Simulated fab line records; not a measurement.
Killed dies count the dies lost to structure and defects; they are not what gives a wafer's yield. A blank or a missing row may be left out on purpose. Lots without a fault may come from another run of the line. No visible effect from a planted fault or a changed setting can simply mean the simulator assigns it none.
Which tool was responsible? | flow sky130 | 13 lots with 39 wafers sampled at 5 steps, on a route of 708 steps

## WHAT EACH GAUGE READ, for each wafer
The record holds no reading of a measuring or inspecting step that can be judged against a usual standard deviation.

## WHICH TOOL RAN EACH LOT (tool, then ch and the chambers of the sampled wafers, then the start)
lot  | SKY_LOCAL_INTERCONNECT_STRIP_15     | SKY_CONTACT_CVD_00              | SKY_CONTACT_ETCH_18               | SKY_METAL1_SPUTTER_00       | SKY_PAD_OPEN_PROBE_99
L257 | plasmaAsher-02 ch 0,1, day 30 02:34 | pecvd-03 ch 0,1, day 30 03:11   | rieDiel-04 ch 1,2,3, day 31 08:00 | pvdSputter-01, day 31 10:10 | prober-02, day 45 14:11
L258 | plasmaAsher-04 ch 0,1, day 30 17:46 | pecvd-01 ch 0,1,2, day 30 18:20 | rieDiel-04 ch 2,3, day 31 22:00   | pvdSputter-02, day 32 00:07 | prober-02, day 46 02:05
L259 | plasmaAsher-02 ch 0,1, day 30 21:57 | pecvd-03 ch 0,2, day 30 22:32   | rieDiel-03 ch 1,2, day 32 02:00   | pvdSputter-02, day 32 04:10 | prober-02, day 46 07:20
L260 | plasmaAsher-04 ch 0,1, day 31 13:36 | pecvd-01 ch 1,2, day 31 14:15   | rieDiel-04 ch 0,1,3, day 32 17:00 | pvdSputter-01, day 32 18:46 | prober-02, day 46 16:47
L263 | plasmaAsher-01 ch 0,1, day 32 09:23 | pecvd-02 ch 0,2, day 32 09:58   | rieDiel-03 ch 0,3, day 33 13:00   | pvdSputter-02, day 33 14:30 | prober-02, day 47 06:50
L262 | plasmaAsher-02 ch 0,1, day 32 19:29 | pecvd-03 ch 1,2, day 32 20:04   | rieDiel-01 ch 1,3, day 33 23:00   | pvdSputter-04, day 34 00:50 | prober-02, day 47 15:37
L264 | plasmaAsher-02 ch 0,1, day 33 00:56 | pecvd-02 ch 0,1, day 33 01:32   | rieDiel-04 ch 0,1,3, day 34 04:00 | pvdSputter-01, day 34 05:46 | prober-02, day 47 20:11
L266 | plasmaAsher-01 ch 0,1, day 33 15:40 | pecvd-02 ch 0,1, day 33 16:16   | rieDiel-01 ch 1,2,3, day 34 19:00 | pvdSputter-04, day 34 20:34 | prober-02, day 48 03:58
L271 | plasmaAsher-04 ch 0,1, day 35 03:46 | pecvd-01 ch 0,2, day 35 04:21   | rieDiel-04 ch 0,2,3, day 36 07:00 | pvdSputter-04, day 36 08:58 | prober-02, day 49 08:16
L273 | plasmaAsher-02 ch 0,1, day 35 16:07 | pecvd-01 ch 0,2, day 35 16:46   | rieDiel-01 ch 0,2, day 36 19:00   | pvdSputter-01, day 36 21:01 | prober-02, day 49 16:59
L274 | plasmaAsher-04 ch 0,1, day 36 00:47 | pecvd-01 ch 0,2, day 36 01:29   | rieDiel-01 ch 0,2, day 37 04:00   | pvdSputter-02, day 37 05:30 | prober-02, day 49 21:44
L278 | plasmaAsher-01 ch 0,1, day 37 07:41 | pecvd-03 ch 0,1, day 37 08:38   | rieDiel-04 ch 1,2,3, day 38 11:00 | pvdSputter-02, day 38 12:25 | prober-02, day 50 17:35
L280 | plasmaAsher-04 ch 0,1, day 37 14:40 | pecvd-03 ch 0,1,2, day 37 15:16 | rieDiel-04 ch 0,1,3, day 38 18:00 | pvdSputter-01, day 38 19:50 | prober-02, day 51 00:55
- SKY_LOCAL_INTERCONNECT_STRIP_15: strips in O2/N2.
- SKY_CONTACT_CVD_00: deposits Si3N4, target thk 75 nm.
- SKY_CONTACT_ETCH_18: etches Si3N4 in CHF3/O2, stops on TiN, time 39 s, target depth 75 nm.
- SKY_METAL1_SPUTTER_00: material Ti, target thk 15 nm, time 10 s.
- SKY_PAD_OPEN_PROBE_99

## AS READ BY THE TOOLS THEMSELVES (means over the sampled wafers that have a number; for cases with no such wafer, the mark the record gives instead)
SKY_LOCAL_INTERCONNECT_STRIP_15.
lot  | tool           | drypumpMotorCurrentA (A) | oesProductAu (a.u.) | stripTimeToEndpointS (s)
L257 | plasmaAsher-02 | 6.0                      | 0.426               | 4.722
L258 | plasmaAsher-04 | 5.4                      | 0.429               | 4.730
L259 | plasmaAsher-02 | 6.0                      | 0.427               | 4.763
L260 | plasmaAsher-04 | 5.9                      | 0.426               | 4.739
L263 | plasmaAsher-01 | 5.0                      | 0.423               | 4.738
L262 | plasmaAsher-02 | 6.0                      | 0.424               | 4.726
L264 | plasmaAsher-02 | 6.3                      | 0.426               | 4.726
L266 | plasmaAsher-01 | 4.9                      | 0.431               | 4.751
L271 | plasmaAsher-04 | 5.8                      | 0.427               | 4.723
L273 | plasmaAsher-02 | 6.3                      | 0.430               | 4.721
L274 | plasmaAsher-04 | 5.4                      | 0.426               | 4.727
L278 | plasmaAsher-01 | 4.9                      | 0.428               | 4.730
L280 | plasmaAsher-04 | 5.9                      | 0.422               | 4.707

SKY_CONTACT_CVD_00.
lot  | tool     | heaterPowerW (W)
L257 | pecvd-03 | 979
L258 | pecvd-01 | 742
L259 | pecvd-03 | 806
L260 | pecvd-01 | 744
L263 | pecvd-02 | 734
L262 | pecvd-03 | 811
L264 | pecvd-02 | 665
L266 | pecvd-02 | 788
L271 | pecvd-01 | 733
L273 | pecvd-01 | 768
L274 | pecvd-01 | 771
L278 | pecvd-03 | 930
L280 | pecvd-03 | 881

SKY_CONTACT_ETCH_18.
lot  | tool       | biasW (W) | drypumpMotorCurrentA (A) | oesProductAu (a.u.) | throttleValvePct (%)
L257 | rieDiel-04 | 200.1     | 5.6                      | 0.862               | 8.793
L258 | rieDiel-04 | 199.6     | 5.2                      | 0.860               | 8.795
L259 | rieDiel-03 | 199.4     | 5.7                      | 0.864               | 8.802
L260 | rieDiel-04 | 199.6     | 5.6                      | 0.857               | 8.793
L263 | rieDiel-03 | 199.3     | 5.7                      | 0.850               | 8.792
L262 | rieDiel-01 | 199.8     | 5.9                      | 0.855               | 8.788
L264 | rieDiel-04 | 200.1     | 5.6                      | 0.859               | 8.793
L266 | rieDiel-01 | 200.0     | 5.8                      | 0.858               | 8.786
L271 | rieDiel-04 | 200.0     | 5.2                      | 0.860               | 8.789
L273 | rieDiel-01 | 231.8     | 5.5                      | 0.853               | 8.797
L274 | rieDiel-01 | 261.5     | 5.8                      | 0.853               | 8.793
L278 | rieDiel-04 | 200.1     | 5.6                      | 0.863               | 8.787
L280 | rieDiel-04 | 199.7     | 5.6                      | 0.849               | 8.787

SKY_METAL1_SPUTTER_00.
lot  | tool          | throttleValvePct (%)
L257 | pvdSputter-01 | 30.1
L258 | pvdSputter-02 | 29.6
L259 | pvdSputter-02 | 29.9
L260 | pvdSputter-01 | 30.4
L263 | pvdSputter-02 | 29.4
L262 | pvdSputter-04 | 30.6
L264 | pvdSputter-01 | 29.7
L266 | pvdSputter-04 | 30.9
L271 | pvdSputter-04 | 30.4
L273 | pvdSputter-01 | 30.2
L274 | pvdSputter-02 | 29.7
L278 | pvdSputter-02 | 30.0
L280 | pvdSputter-01 | 30.3

SKY_PAD_OPEN_PROBE_99.
lot  | tool      | killed_at_M0_to_M3 | killed_at_M4_up | killedAtContacts | killedAtFrontEnd | killedAtOther | killedDies | killedOpen | killedShort
L257 | prober-02 | 41                 | 2.0             | 20               | 13               | 0.0           | 76         | 41         | 35
L258 | prober-02 | 37                 | 4.7             | 24               | 15               | 0.3           | 82         | 43         | 39
L259 | prober-02 | 43                 | 3.3             | 22               | 21               | 1.0           | 90         | 47         | 42
L260 | prober-02 | 36                 | 3.3             | 23               | 21               | 0.3           | 84         | 41         | 43
L263 | prober-02 | 42                 | 3.7             | 26               | 16               | 1.0           | 89         | 50         | 38
L262 | prober-02 | 33                 | 3.3             | 26               | 19               | 0.0           | 81         | 45         | 36
L264 | prober-02 | 44                 | 3.0             | 21               | 16               | 0.0           | 84         | 42         | 42
L266 | prober-02 | 38                 | 3.7             | 26               | 18               | 0.3           | 86         | 48         | 37
L271 | prober-02 | 39                 | 3.3             | 17               | 21               | 0.0           | 80         | 40         | 40
L273 | prober-02 | 45                 | 2.3             | 24               | 10               | 0.7           | 82         | 49         | 33
L274 | prober-02 | 48                 | 2.0             | 26               | 13               | 0.3           | 89         | 50         | 37
L278 | prober-02 | 41                 | 4.3             | 28               | 14               | 0.3           | 87         | 51         | 36
L280 | prober-02 | 44                 | 3.3             | 22               | 14               | 0.0           | 83         | 46         | 37

## THE ANSWER, worked out from the rows above alone
Rule: what is usual is taken from the lots themselves. Put in order of their means at a reading, lots are off if they are a third of the lots or fewer, leave a main group of 4 or more, and stand apart from it by a gap of 3 or more times the standard deviation of the main group's means; of several such gaps the widest counts. If all means in a main group match to the digits the tables above print for the reading, that group is not used. A lot without any number at a reading at which 4 lots or more have one is off too. The other lots that the step has rows for count as sound. After the gauges, taken in route order, come the tools' own readings; for these a lot's mean is taken, as printed above. The first step at which some lot is off is used, and at that step the reading that is off furthest; a lot without a number counts as furthest.
Off, at SKY_CONTACT_ETCH_18 on biasW: L273, L274. For the main group the mean is 199.8 W and the standard deviation 0.28.
If a tool, at that step or one of the process steps before it, ran each lot that is off and ran no sound lot following the first of them, it fits. Can't be told from this: 2 tools fit, pecvd-01 at SKY_CONTACT_CVD_00, rieDiel-01 at SKY_CONTACT_ETCH_18.

## WHAT WAS PUT IN BY THE SIMULATOR
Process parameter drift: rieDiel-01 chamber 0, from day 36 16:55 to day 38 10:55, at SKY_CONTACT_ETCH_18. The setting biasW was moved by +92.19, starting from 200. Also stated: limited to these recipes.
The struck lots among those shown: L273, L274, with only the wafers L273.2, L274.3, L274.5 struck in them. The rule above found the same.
